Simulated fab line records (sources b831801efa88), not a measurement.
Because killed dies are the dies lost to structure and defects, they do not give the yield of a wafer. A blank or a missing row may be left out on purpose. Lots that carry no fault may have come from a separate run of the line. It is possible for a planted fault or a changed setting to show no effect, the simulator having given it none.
Problem report, 8D (eight disciplines) form, completed by code    flow sky130    the parts of the form that need people (team, actions taken, sign-off) are left out

## 1. THE ISSUE
NWELL_TW at SKY_NWELL_TW_MEAS_15 reads a mean of 29 on 3 wafers of 1 lot; wafers without a fault read 1796 with a standard deviation of 14. That is -99 or more standard deviations from the usual mean.
The first sign was on wafer L739.2 at day 6 15:59, on film metro-02. The record holds 39 wafers of 13 lots with a number at this step. Rule for "out" (also "out of limits"): further than 4 standard deviations from the usual mean. The rest of the wafers with a number are treated as sound.

## 2. WHAT IT IS AND WHAT IT IS NOT
question                     is                      is not
which readings at this step  NWELL_TW                -
which lots                   L739                    L731, L732, L733, L735, L736, L737, L749, L750, L751, L752, L753, L754
which wafers of those lots   all that have a number  -
read on which gauges         film metro-02           film metro-01, film metro-04
when                         from day 6 15:59        up to then (18 sound wafers); but 18 sound wafers of L749, L750, L751, L752, L753, L754 came after

## 3. SUSPECTS, AND WHAT RULES EACH OUT
Counting: a tool at any process step up to the reading remains a suspect when it ran all the lots that are out and ran no sound lot after the first of those.
- the gauge at SKY_NWELL_TW_MEAS_15 has been ruled out. All the wafers that are out were read on film metro-02, but those of them that SKY_PWDE_STRIP_09 has rows for are out there too, on other tools.
- plasma asher-01 at SKY_PWDE_STRIP_09 (strips in O2/N2): ruled out as a lasting fault. Following L739 (day 5 19:50), the first lot on it that is out, the sound lots L750, L751, L754 were run on it.
- plasma asher-03 at SKY_NWELL_STRIP_14 (strips in O2/N2): ruled out as a lasting fault. Following L739 (day 6 15:53), the first lot on it that is out, the sound lots L751, L753, L754 were run on it.
Left after counting: nothing in the record.

## 4. THE CAUSE (what the simulator had put in)
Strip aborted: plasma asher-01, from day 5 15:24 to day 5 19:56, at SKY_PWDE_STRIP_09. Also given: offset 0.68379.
The count ruled it out by mistake, since the rule takes a fault to strike every lot its tool runs from the start of the fault on, and this one did not do so.

## 5. THE EFFECT CHAIN, in route order
Each row: a reading whose mean over the struck wafers that have a number lies more than 3 standard deviations from the usual. Readings are gone through only where the record gives a usual standard deviation; hours: the median, over the lots, of the time from a lot's start at the first step in this table giving one to that lot's start at this step; sigmas: the change measured in usual standard deviations.
hours  step                  reading                   usual       on struck wafers  change  sigmas
0      SKY_PWDE_STRIP_09     oes product au            0.722 a.u.  0.940             +0.218  +48
20     SKY_NWELL_STRIP_14    strip time to endpoint s  36.93 s     56.25             +19.32  +99 or more
20     SKY_NWELL_TW_MEAS_15  NWELL_TW                  1796        29                -1767   -99 or more
Here are the process steps it includes:
- SKY_PWDE_STRIP_09: strips in O2/N2.
- SKY_NWELL_STRIP_14: strips in O2/N2.
Readings that are blank on the struck wafers while sound wafers have them: strip time to endpoint s at SKY_PWDE_STRIP_09.

## 6. WHAT WOULD HAVE CAUGHT IT SOONER
The first out-of-limits reading at a measuring or inspecting step in this record came at day 6 15:59, 25 hours after the fault's start at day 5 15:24.
Tool's own readings at SKY_PWDE_STRIP_09, oes product au: out on all struck wafers the step has rows for; an alarm limit on them would have tripped on the first.
